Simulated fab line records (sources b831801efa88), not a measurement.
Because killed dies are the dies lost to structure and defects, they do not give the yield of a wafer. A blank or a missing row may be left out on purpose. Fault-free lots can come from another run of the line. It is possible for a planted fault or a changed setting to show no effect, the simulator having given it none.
Which of the tools did it? | flow sky130 | 33 wafers from 11 lots sampled at 5 of the route's 708 steps

== WHAT EACH GAUGE READ, for each wafer ==
SKY_VIA3_THK_MEAS_01. Usual: for VIA3_HDPCVD_THK the level is 1630 nm and the standard deviation is 16.
lot  | measured     | on           | VIA3_HDPCVD_THK (nm) | flag
L601 | day 38 10:36 | filmMetro-02 | 1616 1605 1619       | 
L605 | day 39 22:02 | filmMetro-01 | 1630 1616 1610       | 
L607 | day 40 08:10 | filmMetro-02 | 1641 1614 1629       | 
L608 | day 40 14:53 | filmMetro-04 | 1601 1610 1587       | 
L609 | day 41 02:23 | filmMetro-01 | 1633 1622 1645       | 
L611 | day 41 21:53 | filmMetro-01 | 1632 1625 1646       | 
L613 | day 42 03:50 | filmMetro-02 | 1622 1632 1614       | 
L612 | day 42 05:17 | filmMetro-02 | 1653 1649 1660       | 
L615 | day 42 13:52 | filmMetro-01 | 1644 1630 1828       | OFF
L617 | day 43 06:05 | filmMetro-01 | 1646 1810 1815       | OFF
L619 | day 43 15:53 | filmMetro-02 | 1621 1654 1619       | 

SKY_VIA3_RS_MEAS_22: a four-point-probe measurement. Usual: for VIA3_W_RS the level is 0.294 ohm/sq and the standard deviation is 0.0031.
lot  | measured     | on           | VIA3_W_RS (ohm/sq) | flag
L601 | day 39 12:49 | filmMetro-02 | 0.291 0.293 0.294  | 
L605 | day 40 23:41 | filmMetro-02 | 0.288 0.290 0.290  | 
L607 | day 41 10:01 | filmMetro-01 | 0.291 0.291 0.290  | 
L608 | day 41 16:31 | filmMetro-01 | 0.292 0.292 0.296  | 
L609 | day 42 03:04 | filmMetro-04 | 0.292 0.292 0.291  | 
L611 | day 42 23:12 | filmMetro-04 | 0.298 0.294 0.295  | 
L613 | day 43 03:56 | filmMetro-04 | 0.298 0.297 0.297  | 
L612 | day 43 06:13 | filmMetro-04 | 0.294 0.290 0.292  | 
L615 | day 43 14:40 | filmMetro-02 | 0.291 0.294 0.294  | 
L617 | day 44 06:34 | filmMetro-04 | 0.294 0.291 0.294  | 
L619 | day 44 16:20 | filmMetro-01 | 0.296 0.294 0.290  | 

== WHAT TOOL EACH LOT RAN ON (gives the tool, then ch and the chambers of the sampled wafers, and finally the start) ==
lot  | SKY_METAL3_SPUTTER_00       | SKY_VIA3_HDPCVD_00               | SKY_VIA3_ETCH_15
L601 | pvdSputter-01, day 36 04:30 | hdpcvd-01 ch 1,2, day 38 10:26   | rieDiel-02 ch 1,2,3, day 39 11:59
L605 | pvdSputter-03, day 37 17:26 | hdpcvd-02 ch 0,1,2, day 39 21:52 | rieDiel-03 ch 1,2, day 40 22:50
L607 | pvdSputter-03, day 38 04:16 | hdpcvd-02 ch 0,1,2, day 40 07:59 | rieDiel-03 ch 0,1,3, day 41 08:44
L608 | pvdSputter-01, day 38 10:55 | hdpcvd-02 ch 0,1,2, day 40 14:43 | rieDiel-02 ch 0,2,3, day 41 15:40
L609 | pvdSputter-01, day 38 23:41 | hdpcvd-02 ch 1,2, day 41 02:13   | rieDiel-04 ch 0,1,3, day 42 02:13
L611 | pvdSputter-01, day 39 20:16 | hdpcvd-01 ch 0,1, day 41 21:41   | rieDiel-02 ch 1,2, day 42 22:19
L613 | pvdSputter-03, day 40 02:29 | hdpcvd-02 ch 0,1,2, day 42 03:40 | rieDiel-02 ch 0,2, day 43 03:05
L612 | pvdSputter-03, day 40 03:19 | hdpcvd-01 ch 0,1,2, day 42 05:07 | rieDiel-04 ch 0,2,3, day 43 05:22
L615 | pvdSputter-04, day 40 12:15 | hdpcvd-02 ch 0,1,2, day 42 13:43 | rieDiel-04 ch 0,1,2, day 43 13:50
L617 | pvdSputter-04, day 41 05:22 | hdpcvd-02 ch 0,1,2, day 43 05:55 | rieDiel-03 ch 0,1,2, day 44 05:41
L619 | pvdSputter-01, day 41 14:53 | hdpcvd-01 ch 1,2, day 43 15:43   | rieDiel-03 ch 0,1,3, day 44 15:29
- SKY_METAL3_SPUTTER_00: material Ti, target thk 15 nm, time 10 s.
- SKY_VIA3_HDPCVD_00: deposits SiO2, target thk 1635 nm, time 272.5 s.
- SKY_VIA3_ETCH_15: etches SiO2 in C4F8/O2/Ar, stops on TiN, target depth 507 nm, time 78 s.

== AS READ BY THE TOOLS THEMSELVES (means over the sampled wafers that have a number; for cases with no such wafer, the mark the record gives instead) ==
SKY_METAL3_SPUTTER_00. Usual: throttleValvePct at 30.2 %, with a standard deviation of 0.99.
lot  | tool          | throttleValvePct (%) | flag
L601 | pvdSputter-01 | 30.1                 | 
L605 | pvdSputter-03 | 31.0                 | 
L607 | pvdSputter-03 | 30.9                 | 
L608 | pvdSputter-01 | 29.7                 | 
L609 | pvdSputter-01 | 30.0                 | 
L611 | pvdSputter-01 | 30.1                 | 
L613 | pvdSputter-03 | 31.1                 | 
L612 | pvdSputter-03 | 30.4                 | 
L615 | pvdSputter-04 | 29.5                 | 
L617 | pvdSputter-04 | 28.4                 | 
L619 | pvdSputter-01 | 30.1                 | 

SKY_VIA3_HDPCVD_00. Usual: runLengthS 300.6 s, standard deviation 0.32; sih4FlowSccm 60.00 sccm, standard deviation 0.17.
lot  | tool      | runLengthS (s) | sih4FlowSccm (sccm) | flag
L601 | hdpcvd-01 | 300.7          | 60.01               | 
L605 | hdpcvd-02 | 300.5          | 59.81               | 
L607 | hdpcvd-02 | 300.5          | 60.17               | 
L608 | hdpcvd-02 | 300.6          | 59.92               | 
L609 | hdpcvd-02 | 300.5          | 59.92               | 
L611 | hdpcvd-01 | 301.1          | 59.95               | 
L613 | hdpcvd-02 | 300.7          | 59.89               | 
L612 | hdpcvd-01 | 300.5          | 59.85               | 
L615 | hdpcvd-02 | 310.2          | 60.00               | OFF
L617 | hdpcvd-02 | 319.7          | 59.93               | OFF
L619 | hdpcvd-01 | 300.5          | 60.10               | 

SKY_VIA3_ETCH_15. Usual: oesProductAu at 0.945 a.u., with a standard deviation of 0.0049.
lot  | tool       | oesProductAu (a.u.) | flag
L601 | rieDiel-02 | 0.943               | 
L605 | rieDiel-03 | 0.949               | 
L607 | rieDiel-03 | 0.945               | 
L608 | rieDiel-02 | 0.944               | 
L609 | rieDiel-04 | 0.943               | 
L611 | rieDiel-02 | 0.948               | 
L613 | rieDiel-02 | 0.949               | 
L612 | rieDiel-04 | 0.940               | 
L615 | rieDiel-04 | 0.945               | 
L617 | rieDiel-03 | 0.947               | 
L619 | rieDiel-03 | 0.942               | 

== THE ANSWER, worked out from the rows above alone ==
Rule: a lot is off if the mean of its wafers that have a number lies more than 3 standard deviations from the usual mean. A lot without any number at a reading at which 4 lots or more have one is off too. Any other lot the step has rows for is counted as sound. Order of review: gauges by route order, followed by the tools' own readings, for which a lot's mean as printed above is used. At the first step where some lot is off, the reading lying furthest off is the one used; lots without a number count as furthest.
Off: L615, L617, at SKY_VIA3_THK_MEAS_01 (VIA3_HDPCVD_THK).
A tool fits if, at a process step before that reading, it ran every lot that is off, and no sound lot after the first of them. Not tried: the gauges at SKY_VIA3_THK_MEAS_01; whatever is off there is also off at SKY_VIA3_HDPCVD_00, on other tools, and gauge error can't account for it. 2 tools fit, pvdSputter-04 at SKY_METAL3_SPUTTER_00 and hdpcvd-02 at SKY_VIA3_HDPCVD_00, so this cannot tell which one it is.

== WHAT THE SIMULATOR PUT IN ==
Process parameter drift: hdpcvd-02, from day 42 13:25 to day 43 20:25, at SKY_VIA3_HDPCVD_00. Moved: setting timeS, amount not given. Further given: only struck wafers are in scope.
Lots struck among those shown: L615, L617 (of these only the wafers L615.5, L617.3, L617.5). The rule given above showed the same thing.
